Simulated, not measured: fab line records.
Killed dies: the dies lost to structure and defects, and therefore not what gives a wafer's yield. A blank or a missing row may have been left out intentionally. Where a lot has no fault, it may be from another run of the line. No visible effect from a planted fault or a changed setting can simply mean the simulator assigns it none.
Struck lot and sound lot, side by side	flow gf180mcu	16 out of 602 route steps
Sound: wafers L467.2, L467.4, L467.6. Struck: wafer L459.1 (L459.2, L459.6, from the same lot, were not struck and are left out); the cause is given at the end.
For every step that has rows: the tool of each side, followed by ch and its chambers, followed by its first start. Under that, the readings that differ: sound wafers	struck wafers	difference of the means	sigmas: that difference in standard deviations of wafers without a fault.
alike: readings with means less than 2 such deviations apart, plus words and numbers identical on both sides. not compared: withheld readings, readings lacking a value on some wafer, bounds such as >300 that could conceal the same value, and numbers that have no deviation in the record and whose values overlap.
The two part at a step that has a row with sigmas, a row that says differs or no value, or rows on one side only. Non-overlapping numbers with no deviation appear without sigmas and do not part them. Lack of a reading on every wafer of one side parts them only where that side has two or more wafers.

first, 1 step without rows for these wafers: GF_STI_DEVELOP_11 (develop time 60 s).
GF_STI_CD_MEAS_12: the cd target is 220 nm.
  sound: cd_sem-02 at day 5 01:37; struck: cd_sem-02 at day 3 07:47
  alike: cd_nm
GF_STI_ETCH_13: etches the open film in CHF3/O2, stops on Si, target depth 282.31 nm, time 112.9 s.
  sound on rie_diel-04 ch 2,3, day 5 01:43; struck on rie_diel-01 ch 1, day 3 07:55
  alike: bias_w, chf3_flow_sccm, drypump_motor_current_A, oes_product_au, throttle_valve_pct
  not compared: rf_hours_counter_h
GF_STI_ETCH_14: etches Si in HBr/Cl2/O2, target depth 360 nm, time 102.9 s.
  sound on rie_si-01 ch 0,1,2, day 5 01:48; struck on rie_si-02 ch 3, day 3 07:59
  alike: bias_w, drypump_motor_current_A, oes_product_au, throttle_valve_pct
  not compared: rf_hours_counter_h
GF_STI_STRIP_15: strips in O2/N2.
  sound on plasma_asher-03 ch 0,1, day 5 01:52; struck on plasma_asher-04 ch 0, day 3 08:04
  alike: drypump_motor_current_A, heater_power_w, oes_product_au, platen_temp_c, strip_time_to_endpoint_s
  not compared: rf_hours_counter_h
then, 6 steps without rows for these wafers: GF_STI_CLEAN_16 (cleans in dHF, time 25 s); GF_STI_WET_ETCH_17 (etches Si3N4 in H3PO4, target depth 45 nm, time 514 s); GF_STI_CLEAN_18 (cleans in SC1/SC2, time 150 s); GF_STI_CLEAN_19 (cleans in dHF, time 20 s); GF_STI_WET_ETCH_20 (etches SiO2 in dHF, target depth 20 nm, time 400 s); GF_STI_OXIDATION_21 (stabilise 600 s, purge 300 s, target thk 15 nm).
GF_STI_THK_MEAS_22:
  sound: film_metro-03 at day 5 04:27; struck: film_metro-04 at day 3 10:23
  alike: STI_OXIDATION_01_THK
GF_STI_CVD_23: deposits SiO2, target thk 650 nm, time 108.3 s.
  sound on hdpcvd-01 ch 0,1,2, day 5 04:30; struck on hdpcvd-02 ch 0, day 3 10:27
reading	sound	struck	difference	sigmas
model.SiO2_of_STI_CVD_23.thk_nm (nm)	652.4 647.1 649.8	680.8	+31.0	
  alike: pressure_mtorr
GF_STI_THK_MEAS_24:
  sound: film_metro-01 at day 5 04:35; struck: film_metro-03 at day 3 10:32
reading	sound	struck	difference	sigmas
STI_CVD_23_THK (nm)	652 648 650	681	+31	+4
GF_STI_CMP_25: polishes, stops on Si3N4, t overpolish 33 s, target thk 524.6 nm.
  sound on cmp-02 ch 1,2, day 5 04:38; struck on cmp-01 ch 1, day 3 10:41
  alike: motor_current_A
-- the record jumps here: 27 days lie between the struck wafers' starts before and after (it left off in module STI and takes up again in module PASSIVATION, whose first step shown is number 602 of the route) --
GF_PASSIVATION_PROBE_99:
  the record has rows for the struck wafers here (prober-02, day 30 16:29) and none for the sound ones

## WHERE THEY PART
Last at GF_PASSIVATION_PROBE_99 as far as this record goes, first at GF_STI_THK_MEAS_24.

WHY: whatever the simulator had introduced
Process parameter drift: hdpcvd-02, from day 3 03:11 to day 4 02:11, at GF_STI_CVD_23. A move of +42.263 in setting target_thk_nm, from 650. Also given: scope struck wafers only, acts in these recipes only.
